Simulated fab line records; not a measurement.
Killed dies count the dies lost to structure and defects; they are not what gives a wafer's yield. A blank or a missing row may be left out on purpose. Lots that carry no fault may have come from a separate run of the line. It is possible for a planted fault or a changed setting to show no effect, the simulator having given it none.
The same fault as seen by 2 desks / flow sky130 / only its own numbers are on each desk; what lay behind them is given at the end

METROLOGY DESK
What the gauges read, lot by lot, whatever tool the lot ran on: means of the sampled wafers that have a number. The brackets show how far a lot's mean lies from the usual mean; more than 4 standard deviations puts the lot out of limits, marked OUT.
Columns: A = VIA1_HDPCVD_THK at SKY_VIA1_THK_MEAS_01, usual 1024 nm
lot=L812; first seen here=day 32 13:35; A=1025
lot=L814; first seen here=day 33 16:40; A=1035
lot=L815; first seen here=day 33 23:53; A=1037
lot=L816; first seen here=day 34 08:33; A=1034
lot=L820; first seen here=day 35 21:50; A=1006
lot=L821; first seen here=day 36 01:10; A=1020
lot=L823; first seen here=day 36 23:45; A=1025
lot=L825; first seen here=day 37 01:31; A=1015
lot=L826; first seen here=day 37 14:16; A=1028
lot=L830; first seen here=day 39 17:10; A=1012
lot=L834; first seen here=day 39 19:23; A=1031
lot=L833; first seen here=day 39 22:32; A=1020
This desk found nothing out of limits on any of the 12 lots.

FOR THE TOOL OWNER'S DESK: pvd-sputter-03
The tool's own readings at SKY_METAL5_SPUTTER_03 (material Ti, target thk 5 nm, time 3.3 s): means of the sampled wafers that have a number, for each lot that ran on this tool. The brackets show how far a lot's mean lies from the usual mean; more than 4 standard deviations puts the lot out of limits, marked OUT.
Columns: A = throttle-valve-pct at SKY_METAL5_SPUTTER_03, usual 30.0 %
lot=L815; first seen here=day 43 21:20; A=29.4
lot=L821; first seen here=day 45 12:22; A=28.7
lot=L823; first seen here=day 46 05:58; A=28.6
lot=L826; first seen here=day 46 19:38; A=28.1
This desk found nothing out of limits on any of the 4 lots.

TAKEN TOGETHER
Nothing out of limits was seen by the metrology desk.
The desk of the tool owner found nothing out of limits.

WHAT THE SIMULATOR HAD INSERTED
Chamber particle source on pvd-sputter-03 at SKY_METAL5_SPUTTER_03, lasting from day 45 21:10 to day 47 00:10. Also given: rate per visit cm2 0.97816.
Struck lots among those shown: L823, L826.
